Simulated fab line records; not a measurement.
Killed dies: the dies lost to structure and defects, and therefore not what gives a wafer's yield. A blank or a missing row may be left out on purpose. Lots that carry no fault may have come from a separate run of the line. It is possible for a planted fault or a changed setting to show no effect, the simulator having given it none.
2 desks, one fault	flow gf180mcu	each desk holds nothing but its own numbers, with what lay behind them at the end

TOOL OWNER'S DESK, cmp-02
The tool's own readings at GF_CONTACT_CMP_27 (polishes, stops on SiO2, t overpolish 15 s, target thk 0 nm): means of the sampled wafers that have a number, for each lot that ran on this tool. If a lot's mean is further than 4 standard deviations from the usual mean, the lot is out of limits and carries the mark OUT (the distance appears in the brackets).
Columns: A = head pressure psi at GF_CONTACT_CMP_27, usual 3.501 psi; B = motor current A at GF_CONTACT_CMP_27, usual 11.1 A; C = overpolish run s at GF_CONTACT_CMP_27, usual 15.001 s; D = slurry filter dp kPa at GF_CONTACT_CMP_27, usual 13.51 kPa; E = slurry flow ml min at GF_CONTACT_CMP_27, usual 150.0; F = time to endpoint s at GF_CONTACT_CMP_27, usual 73 s
lot	first seen here	A	B	C	D	E	F
L278	day 16 16:41	3.508	11.4	14.991	13.43	149.9	69
L281	day 17 11:59	3.504	10.7	15.010	13.56	149.7	68
L282	day 18 02:02	3.500	11.1	15.006	13.58	150.0	67
L288	day 20 17:02	3.500	11.6	15.003	13.39	149.9	67
L289	day 21 02:23	3.505	11.5	15.006	13.47	149.8	74
L291	day 21 12:39	4.122 (+85) OUT	12.8	15.005	13.42	150.6	62
L292	day 21 17:26	4.122 (+85) OUT	13.3	15.014	13.60	150.1	62
L293	day 22 02:27	4.119 (+85) OUT	12.2	14.997	13.59	150.1	62
Finding of this desk: L291, L292, L293 out of limits; the first was L291 at day 21 12:39, on head pressure psi at GF_CONTACT_CMP_27. L278, L281, L282, L288, L289: within limits.

METROLOGY DESK
What the gauges read, lot by lot, whatever tool the lot ran on: means of the sampled wafers that have a number. If a lot's mean is further than 4 standard deviations from the usual mean, the lot is out of limits and carries the mark OUT (the distance appears in the brackets).
Columns: A = SALICIDE_TIN_RS at GF_SALICIDE_RS_MEAS_04, usual 16.2 ohm/sq; B = SALICIDE_TIN_THK at GF_SALICIDE_THK_MEAS_05, usual 20.2 nm
lot	first seen here	A	B
L276	day 15 05:45	16.0	20.2
L278	day 15 16:18	15.9	19.9
L281	day 16 11:08	16.1	19.8
L282	day 17 00:53	16.5	20.3
L285	day 18 23:23	16.0	20.3
L287	day 19 08:00	15.9	20.4
L286	day 19 10:56	16.1	19.9
L288	day 19 14:48	16.0	20.3
L289	day 20 00:02	15.9	20.2
L291	day 20 10:17	16.0	20.3
L292	day 20 15:04	16.6	20.1
L293	day 21 00:32	15.9	20.9
L297	day 23 00:32	16.1	20.1
This desk's verdict: no lot among the 13 shows anything out of limits.

ALL TOGETHER
The tool owner's desk could have raised an alarm at day 21 12:39, on L291, L292, L293.
Nothing out of limits was seen by the metrology desk.
The metrology desk holds a record of L291, L292, L293, inside its limits.
All the named lots went through GF_CONTACT_CMP_27 on cmp-02.

WHAT HAD BEEN PUT IN BY THE SIMULATOR
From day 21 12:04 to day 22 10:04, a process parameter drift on cmp-02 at GF_CONTACT_CMP_27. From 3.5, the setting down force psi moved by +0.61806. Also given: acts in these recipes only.
Struck lots among those shown: L291, L292, L293.
Each desk's first reading out of limits, in hours after the fault started: the tool owner's desk, 1.
